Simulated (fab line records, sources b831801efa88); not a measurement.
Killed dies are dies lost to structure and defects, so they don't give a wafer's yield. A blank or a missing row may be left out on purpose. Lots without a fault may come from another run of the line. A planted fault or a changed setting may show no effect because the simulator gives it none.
One fault seen from 2 desks | flow sky130 | each desk has only its own numbers; what lay behind them comes last

THE METROLOGY DESK
What the gauges read, lot by lot, whatever tool the lot ran on: means of the sampled wafers that have a number. A lot is out of limits, marked OUT, if its mean lies more than 4 standard deviations from the usual mean; the brackets give that distance.
Columns: A = cd_nm at SKY_VT_ADJUST_HVTR_CD_MEAS_07, usual 379.1 nm; B = POLY_GATE_CVD_00_THK at SKY_POLY_GATE_THK_MEAS_01, usual 180.3 nm; C = METAL1_OVL at SKY_METAL1_OVL_MEAS_16, usual -1 nm
lot  | first seen here | A     | B               | C
L796 | day 9 15:23     | 374.9 | 179.2           | -8
L797 | day 10 01:30    | 379.2 | 181.2           | -2
L798 | day 10 07:53    | 378.2 | 181.4           | -2
L801 | day 11 02:24    | 378.2 | 180.5           | -3
L805 | day 12 10:15    | 373.3 | 181.5           | 2
L806 | day 12 11:56    | 378.2 | 179.9           | -2
L807 | day 12 22:51    | 379.3 | 178.6           | -3
L808 | day 13 05:10    | 379.0 | 127.8 (-31) OUT | -9
L809 | day 13 13:39    | 377.4 | 125.6 (-32) OUT | 8
L818 | day 16 21:59    | 379.1 | 182.0           | -2
L819 | day 17 06:10    | 380.8 | 183.5           | 4
This desk's finding: out of limits on L808, L809; first on L808, day 18 06:59 (POLY_GATE_CVD_00_THK at SKY_POLY_GATE_THK_MEAS_01). In limits: L796, L797, L798, L801, L805, L806, L807, L818, L819.

THE TOOL OWNER'S DESK: lpcvd-01
The tool's own readings at SKY_POLY_GATE_CVD_00 (deposits poly-Si, target thk 180 nm, time 720 s): means of the sampled wafers that have a number, for each lot that ran on this tool. A lot is out of limits, marked OUT, if its mean lies more than 4 standard deviations from the usual mean; the brackets give that distance.
Columns: A = pressure_mtorr at SKY_POLY_GATE_CVD_00, usual 199.9 mTorr; B = susceptor_temp_C at SKY_POLY_GATE_CVD_00, usual 620.03 C
lot  | first seen here | A                       | B
L796 | day 14 02:22    | 200.2                   | 619.96
L797 | day 14 11:24    | 200.3                   | 619.68
L798 | day 14 22:31    | 199.4                   | 620.42
L801 | day 15 18:04    | 199.5                   | 620.38
L805 | day 17 06:17    | 200.0                   | 619.99
L806 | day 17 09:41    | 199.5                   | 619.76
L807 | day 17 20:28    | 200.0                   | 620.04
L808 | day 18 05:47    | 99.9 (-99 or more) OUT  | 619.82
L809 | day 18 16:55    | 100.1 (-99 or more) OUT | 620.01
L818 | day 22 07:40    | 199.7                   | 619.84
L819 | day 22 18:05    | 200.3                   | 620.43
This desk's finding: out of limits on L808, L809; first on L808, day 18 05:47 (pressure_mtorr at SKY_POLY_GATE_CVD_00). In limits: L796, L797, L798, L801, L805, L806, L807, L818, L819.

PUT TOGETHER
The tool owner's desk could have raised an alarm at day 18 05:47, on L808, L809.
The metrology desk could have raised an alarm at day 18 06:59, on L808, L809.
Of the lots named, all ran SKY_POLY_GATE_CVD_00 on lpcvd-01.

WHAT THE SIMULATOR HAD PUT IN
Process parameter drift: lpcvd-01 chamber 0, from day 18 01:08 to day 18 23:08, at SKY_POLY_GATE_CVD_00. Setting pressure_mtorr, moved by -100, from 200.
Lots struck among those shown: L808, L809.
Hours from the fault's start to each desk's first reading out of limits: the tool owner's desk, 5; the metrology desk, 6.
